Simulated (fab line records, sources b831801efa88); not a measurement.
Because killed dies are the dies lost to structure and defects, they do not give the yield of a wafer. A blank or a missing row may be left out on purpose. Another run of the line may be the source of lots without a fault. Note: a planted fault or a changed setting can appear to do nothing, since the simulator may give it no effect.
fab line records | flow sky130
[record] lots = 6 wafers = 18 last_day = 50
route steps=708 shown CONTACT@423 METAL1@434 PAD_OPEN@708
lots that met no fault: from a run of the same line without faults
start_h: the number of hours between the record's first day and the start of the first shown wafer of the lot | wait_h: how many hours have passed since the lot's step before this one | " identical to the entry in the row above | L1.1+2: several wafers, shown together as one row | - no value, or no start was given | * or withheld: withheld | < > ~ a bound
route shown NAME@n: names a module that has steps shown in the file, with the first one's number in the route | usual: mean/standard deviation of fault-free wafers | same: alike in all rows | chamber/n: place in a boat | sites: the reading at each site | _std_site: the standard deviation of these | _edge_site: inner sites' mean taken away from outer sites' mean | radius_mm: for every site, how far away it sits from the centre of the wafer | mask NAME#n: copy n | behind: the most recent tool/chamber to have shaped the wafer | hold: cause of the lot's hold/its duration in hours/its outcome | device: whichever transistor did not switch (one of n, p or np) | end of line: the same wafers' tests at the end of the route | step lacking rows: just its recipe | killed: not the wafer's yield, but the dies lost to structure and defects at the first sort | map: the dies of a wafer, with x for killed, . for not killed, _ for no die there
set.NAME: the run value of the setting; set.NAME@STEP: its run value at that earlier step | model.NAME: the simulator's own value behind a step, which no gauge read
certain route steps with their lots: each step a table, each wafer a row
services: the hour from which a tool's chamber was out of use, counted from the record's first day as start_h (under 0 if before that day), plus the number of hours and why
[[steps]]
[step SKY_CONTACT_ETCH_17]
[recipe] target = SiO2 chemistry = C4F8/O2/Ar stop_on = Si3N4 mask_material = KrF-thick source_w = 1500 bias_w = 1200 pressure_mtorr = 40 c4f8_flow_sccm = withheld O2_flow_sccm = 6 Ar_flow_sccm = 300 time_s = withheld target_depth_a = 3400
[usual] oes_product_au = 0.893/0.0051
// columns lot.wafer tool chamber start_h wait_h oes_product_au
L302.1 rie_diel-02 0 749.50 0.0 0.888
L302.3 " 2 " " 0.894
L302.5 " 3 " " 0.895
L306.2 rie_diel-03 0 775.15 0.0 0.893
L306.3 " 3 " " 0.896
L306.4 " 1 " " 0.891
L322.2 rie_diel-02 2 882.25 0.0 0.896
L322.3 " 3 " " 0.896
L322.6 " 0 " " 0.891
L323.2 rie_diel-03 2 898.70 0.0 0.896
L323.3 " 3 " " 0.901
L323.4 " 0 " " 0.892
L324.1 rie_diel-02 1 900.28 0.0 0.890
L324.4 " 3 " " 0.889
L324.5 " 2 " " 0.892
L325.2 rie_diel-03 2 902.30 0.0 0.893
L325.3 " 3 " " 0.896
L325.5 " 2 " " 0.883
[step SKY_CONTACT_ETCH_18]
[recipe] target = Si3N4 chemistry = CHF3/O2 stop_on = TiN source_w = 600 bias_w = 200 pressure_mtorr = 40 chf3_flow_sccm = 50 O2_flow_sccm = 5 time_s = 39 target_depth_a = 750
[step SKY_CONTACT_STRIP_19]
[recipe] chemistry = O2/N2 power_w = 1400 pressure_mtorr = 1500 platen_temp_c = withheld o2_flow_sccm = 3000 n2_flow_sccm = 300 overash_fraction = 0.5
[step SKY_CONTACT_STRIP_20]
[recipe] chemistry = post_etch_residue_remover time_s = 1200 temp_c = 72.5
[step SKY_CONTACT_CLEAN_21]
[recipe] chemistry = IPA time_s = 180 temp_c = 25
[step SKY_CONTACT_CLEAN_22]
[recipe] chemistry = O3/DIW dry = n2_spin
[step SKY_CONTACT_SPUTTER_23]
[recipe] material = TiN target_thk_nm = 20 chamber_pressure_pa = 5 power_w = 4000 time_s = 80
[usual] cathode_dc_power_W = 3999.9/0.72 throttle_valve_pct = 29.5/1.1
// columns lot.wafer tool chamber start_h wait_h cathode_dc_power_W throttle_valve_pct
L302.1 pvd_sputter-02 - 750.18 0.0 3999.6 29.2
L302.3 " - " " 3999.6 30.2
L302.5 " - " " 4000.5 30.4
L306.2 pvd_sputter-03 - 775.86 0.0 4000.7 26.9
L306.3 " - " " 4000.0 28.5
L306.4 " - " " 3999.9 29.5
L322.2 pvd_sputter-02 - 882.93 0.0 4000.2 29.6
L322.3 " - " " 3999.9 29.9
L322.6 " - " " 4000.7 29.0
L323.2 pvd_sputter-02 - 899.38 0.0 4000.8 29.2
L323.3 " - " " 4000.4 30.2
L323.4 " - " " 4000.3 29.5
L324.1 pvd_sputter-03 - 900.97 0.0 3999.7 27.4
L324.4 " - " " 3999.0 28.5
L324.5 " - " " 3999.7 28.7
L325.2 pvd_sputter-04 - 902.99 0.0 4000.0 31.3
L325.3 " - " " 3999.2 30.7
L325.5 " - " " 3999.1 30.7
[step SKY_CONTACT_CVD_24]
[recipe] material = W target_thk_nm = 340 time_s = 102.12 temp_c = 400 pressure_torr = 40
[usual] heater_power_w = 865/60
// columns lot.wafer tool chamber start_h wait_h heater_power_w
L302.1 cvd_w-02 1 750.24 0.0 919
L302.3 " 0 " " 895
L302.5 " 0 " " 882
L306.2 cvd_w-02 0 775.92 0.0 885
L306.3 " 1 " " 917
L306.4 " 0 " " 915
L322.2 cvd_w-01 0 882.99 0.0 772
L322.3 " 1 " " 863
L322.6 " 1 " " 841
L323.2 cvd_w-01 0 899.44 0.0 768
L323.3 " 0 " " 768
L323.4 " 1 " " 815
L324.1 cvd_w-01 1 901.03 0.0 846
L324.4 " 0 " " 796
L324.5 " 0 " " 762
L325.2 cvd_w-02 1 903.05 0.0 929
L325.3 " 0 " " 874
L325.5 " 1 " " 946
[step SKY_CONTACT_RS_MEAS_25]
[recipe] thk_meas_gauge = four-point-probe reads = W_of_CONTACT_CVD_24+TiN_of_CONTACT_SPUTTER_23
[usual] CONTACT_W_RS = 0.337/0.0043
// columns lot.wafer tool chamber start_h wait_h CONTACT_W_RS[ohm/sq]
L302.1 film_metro-03 - 750.35 0.1 0.336
L302.3 " - " " 0.328
L302.5 " - " " 0.332
L306.2 film_metro-02 - 776.05 0.1 0.336
L306.3 " - " " 0.340
L306.4 " - " " 0.332
L322.2 film_metro-03 - 883.12 0.1 0.340
L322.3 " - " " 0.340
L322.6 " - " " 0.339
L323.2 film_metro-03 - 899.57 0.1 0.343
L323.3 " - " " 0.340
L323.4 " - " " 0.339
L324.1 film_metro-04 - 901.14 0.1 0.336
L324.4 " - " " 0.338
L324.5 " - " " 0.339
L325.2 film_metro-02 - 903.18 0.1 0.338
L325.3 " - " " 0.332
L325.5 " - " " 0.339
[step SKY_CONTACT_THK_MEAS_26]
[recipe] thk_meas_gauge = xrf reads = W_of_CONTACT_CVD_24
[usual] CONTACT_W_THK = 335/4.7
// columns lot.wafer tool chamber start_h wait_h CONTACT_W_THK[nm]
L302.1 film_metro-03 - 750.47 0.1 342
L302.3 " - " " 351
L302.5 " - " " 349
L306.2 film_metro-02 - 776.16 0.1 335
L306.3 " - " " 333
L306.4 " - " " 339
L322.2 film_metro-03 - 883.23 0.1 333
L322.3 " - " " 333
L322.6 " - " " 332
L323.2 film_metro-03 - 899.68 0.1 331
L323.3 " - " " 334
L323.4 " - " " 335
L324.1 film_metro-04 - 901.26 0.1 333
L324.4 " - " " 329
L324.5 " - " " 329
L325.2 film_metro-02 - 903.29 0.1 332
L325.3 " - " " 341
L325.5 " - " " 333
[step SKY_CONTACT_CMP_27]
[recipe] stop_on = SiO2 t_overpolish_s = 15 down_force_psi = 3.5 platen_rpm = 60 target_thk_nm = 0 pad_velocity_m_s = 0.94248
[usual] motor_current_A = 11.1/1.4 overpolish_run_s = 15.001/0.0099 time_to_endpoint_s = 84/3.5
// columns lot.wafer tool chamber start_h wait_h motor_current_A overpolish_run_s time_to_endpoint_s
L302.1 cmp-01 1 750.86 0.4 9.8 15.005 89
L302.3 " 2 " " 10.9 14.988 90
L302.5 " 0 " " 13.8 15.000 86
L306.4 cmp-01 0 776.21 0.0 12.9 15.005 80
L306.3 " 1 " " 9.5 14.994 84
L306.2 " 2 " " 11.5 15.001 83
L322.2 cmp-01 2 883.38 0.1 11.3 15.000 83
L322.3 " 3 " " 11.4 14.987 86
L322.6 " 1 " " 9.5 14.997 87
L323.3 cmp-01 0 899.73 0.0 14.1 15.001 80
L323.4 " 1 " " 9.3 14.998 86
L323.2 " 3 " " 11.6 15.003 83
L324.4 cmp-01 3 901.32 0.0 11.7 14.994 85
L324.1 " 2 " " 10.8 14.996 85
L324.5 " 3 " " 10.7 15.006 84
L325.2 cmp-02 0 903.34 0.0 11.1 14.987 83
L325.3 " 1 " " 10.6 15.014 91
L325.5 " 1 " " 10.9 15.003 85
[step SKY_METAL1_SPUTTER_00]
[recipe] material = Ti target_thk_nm = 15 power_w = 3000 time_s = 10 chamber_pressure_pa = 0.4
[step SKY_METAL1_SPUTTER_01]
[recipe] material = TiN target_thk_nm = 20 power_w = 6500 time_s = 16.7 chamber_pressure_pa = 0.4
[usual] cathode_dc_power_W = 6500.2/1.3 throttle_valve_pct = 29.8/1.2
// columns lot.wafer tool chamber start_h wait_h cathode_dc_power_W throttle_valve_pct model.TiN_of_METAL1_SPUTTER_01.thk_nm
L302.1 pvd_sputter-04 - 751.08 0.0 6500.9 28.2 19.96
L302.3 " - " " 6499.2 30.1 19.77
L302.5 " - " " 6501.0 28.0 20.13
L306.2 pvd_sputter-01 - 776.53 0.0 6500.4 30.6 19.86
L306.3 " - " " 6498.8 30.4 19.85
L306.4 " - " " 6501.1 31.3 19.75
L322.2 pvd_sputter-04 - 883.60 0.0 6499.0 30.6 20.51
L322.3 " - " " 6500.7 28.1 20.11
L322.6 " - " " 8399.8 30.0 25.81
L323.2 pvd_sputter-04 - 900.05 0.0 8401.3 30.2 25.77
L323.3 " - " " 6501.6 28.2 20.2
L323.4 " - " " 6500.9 30.6 20.64
L324.1 pvd_sputter-01 - 901.64 0.0 6501.2 30.3 19.82
L324.4 " - " " 6500.0 30.1 19.51
L324.5 " - " " 6502.6 30.3 19.97
L325.2 pvd_sputter-03 - 903.66 0.0 6500.5 27.1 19.96
L325.3 " - " " 6499.3 28.7 19.71
L325.5 " - " " 6500.3 28.7 19.67
[step SKY_METAL1_SPUTTER_02]
[recipe] material = AlCu target_thk_nm = 250 power_w = 10600 time_s = 13.3 chamber_pressure_pa = 0.4
[usual] cathode_dc_power_W = 10600/2 throttle_valve_pct = 29.8/1.3
// columns lot.wafer tool chamber start_h wait_h cathode_dc_power_W throttle_valve_pct
L302.1 pvd_sputter-04 - 751.11 0.0 10595 28.1
L302.3 " - " " 10601 30.3
L302.5 " - " " 10602 28.0
L306.2 pvd_sputter-01 - 776.56 0.0 10602 30.6
L306.3 " - " " 10604 30.7
L306.4 " - " " 10599 31.3
L322.2 pvd_sputter-04 - 883.63 0.0 10600 30.5
L322.3 " - " " 10601 28.0
L322.6 " - " " 10598 30.3
L323.2 pvd_sputter-04 - 900.08 0.0 10602 30.3
L323.3 " - " " 10595 27.9
L323.4 " - " " 10599 30.9
L324.1 pvd_sputter-01 - 901.67 0.0 10599 30.5
L324.4 " - " " 10603 30.1
L324.5 " - " " 10602 30.5
L325.2 pvd_sputter-03 - 903.69 0.0 10600 26.8
L325.3 " - " " 10600 28.9
L325.5 " - " " 10601 28.6
[step SKY_PAD_OPEN_PROBE_99]
[usual] defect_limited_yield = 82.4/1.9 killed_at_M0_to_M3 = 43/6.5 killed_at_M4_up = 3.3/2 killed_at_contacts = 24/5.2 killed_at_front_end = 16/4.2 killed_at_other = 0.3/0.6 killed_dies = 87/9.3 killed_open = 47/7.8 killed_short = 39/6.2 sort_bin_3_pad_short = 0.9/0.42 sort_bin_5_function = 10.5/1.4 sort_bin_6_memory = 6.3/0.97 sort_n_pass = 405/9.3 sort_yield_pct = 82.4/1.9
[same] gross_dies = 492 killed_at_back_side = 0 sort_bin_4_leakage[%] = 0 sort_bin_8_speed[%] = 0
// columns lot.wafer tool chamber start_h wait_h defect_limited_yield[%] killed_at_M0_to_M3 killed_at_M4_up killed_at_contacts killed_at_front_end killed_at_other killed_dies killed_open killed_short sort_bin_3_pad_short[%] sort_bin_5_function[%] sort_bin_6_memory[%] sort_n_pass sort_yield_pct[%]
L302.1 prober-01 - 1084.15 0.1 81.9 43 1 28 17 0 89 53 36 0.6 9.8 7.7 403 81.9
L302.3 prober-01 - 1084.25 0.2 83.5 38 4 27 12 0 81 42 39 0.8 10.2 5.5 411 83.5
L302.5 prober-01 - 1084.35 0.2 83.5 35 1 24 21 0 81 44 37 0.6 10.2 5.7 411 83.5
L306.2 prober-02 - 1105.63 0.1 82.7 41 1 29 14 0 85 52 33 1.0 11.4 4.9 407 82.7
L306.3 prober-02 - 1105.68 0.2 80.3 53 3 26 15 0 97 56 40 1.2 11.4 7.1 395 80.3
L306.4 prober-02 - 1105.73 0.2 84.3 40 6 19 12 0 77 49 28 1.0 8.5 6.1 415 84.3
// killed by level:class
L302.1 CONTACT:geometric_particle:open=13 VIA1:geometric_particle:open=10 VIA2:geometric_particle:short=7 LI_CONTACT:geometric_particle:open=7 VIA2:geometric_particle:open=7 METAL2:geometric_particle:short=5 FIELD_ISO:geometric_particle:short=4 CONTACT:geometric_particle:short=4
L302.3 VIA1:geometric_particle:open=13 CONTACT:geometric_particle:open=10 CONTACT:geometric_particle:short=6 METAL1:geometric_particle:short=6 VIA2:geometric_particle:short=6 LI_CONTACT:geometric_particle:open=5 VIA3:geometric_particle:open=5 FIELD_ISO:geometric_particle:short=4
L302.5 LI_CONTACT:geometric_particle:open=8 VIA3:geometric_particle:open=8 CONTACT:geometric_particle:short=7 POLY_GATE:geometric_particle:open=6 FIELD_ISO:geometric_particle:open=5 VIA1:geometric_particle:open=5 METAL1:geometric_particle:short=5 VIA1:geometric_particle:short=5
L306.2 CONTACT:geometric_particle:open=12 VIA3:geometric_particle:open=11 LI_CONTACT:geometric_particle:open=7 VIA1:geometric_particle:open=7 VIA2:geometric_particle:short=6 CONTACT:geometric_particle:short=5 VIA2:geometric_particle:open=4 FIELD_ISO:geometric_particle:open=3
L306.3 CONTACT:geometric_particle:open=12 VIA1:geometric_particle:open=12 VIA2:geometric_particle:open=10 METAL2:geometric_particle:short=7 METAL1:geometric_particle:short=6 FIELD_ISO:geometric_particle:open=4 LI_CONTACT:geometric_particle:open=4 CONTACT:geometric_particle:short=4
L306.4 VIA1:geometric_particle:open=8 VIA3:geometric_particle:open=8 CONTACT:geometric_particle:open=7 LI_CONTACT:geometric_particle:open=6 VIA2:geometric_particle:open=5 FIELD_ISO:geometric_particle:open=4 METAL1:geometric_particle:short=4 POLY_GATE:geometric_particle:short=3
[[services]]
// columns tool chamber start_h hours kind
pvd_sputter-03 - 732.99 1.2 repair
pvd_sputter-01 - 734.27 2.1 repair
cmp-02 - 742.35 1.7 repair
cmp-01 - 743.97 1.0 repair
cmp-02 - 744.89 2.7 repair
cmp-02 - 747.62 14.4 pm
cmp-02 - 762.07 4.0 pm
pvd_sputter-04 1 764.67 - consumable_replace:kit
pvd_sputter-04 1 764.67 18.0 scheduled_down
cvd_w-01 - 770.46 1.0 repair
cmp-01 - 770.88 1.5 repair
pvd_sputter-01 - 781.32 3.5 repair
pvd_sputter-03 - 784.83 2.7 repair
cvd_w-02 - 801.28 1.2 repair
rie_diel-02 - 809.82 0.6 repair
pvd_sputter-04 - 811.55 4.1 repair
cmp-02 - 815.71 1.3 repair
pvd_sputter-01 - 818.41 4.4 repair
cmp-02 - 824.36 1.0 repair
cvd_w-02 0 829.83 5.5 repair
cmp-01 - 841.60 0.8 repair
cmp-02 - 874.48 5.8 pm
pvd_sputter-01 - 896.56 1.6 repair
cmp-02 - 899.95 0.3 repair
[[key]]
[first_sign] step = SKY_METAL1_SPUTTER_01 reading = cathode_dc_power_W direction = up sigmas = 99+ usual = 6500.2 struck = 8400.5
effect none on later readings
[model_effect] step = SKY_METAL1_SPUTTER_01 value = TiN_of_METAL1_SPUTTER_01.thk_nm without = 19.94 struck = 25.79
met_at SKY_METAL1_SPUTTER_01
struck_wafers L322.6,L323.2
onset_between 751.08 883.60
[fault] kind = process_parameter_drift tool = pvd_sputter-04 chamber = - onset_h = 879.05 steps = SKY_METAL1_SPUTTER_01 channel = power_w offset = * shape = step end_h = 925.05 acts_in = * stated = * scope = struck_wafers_only
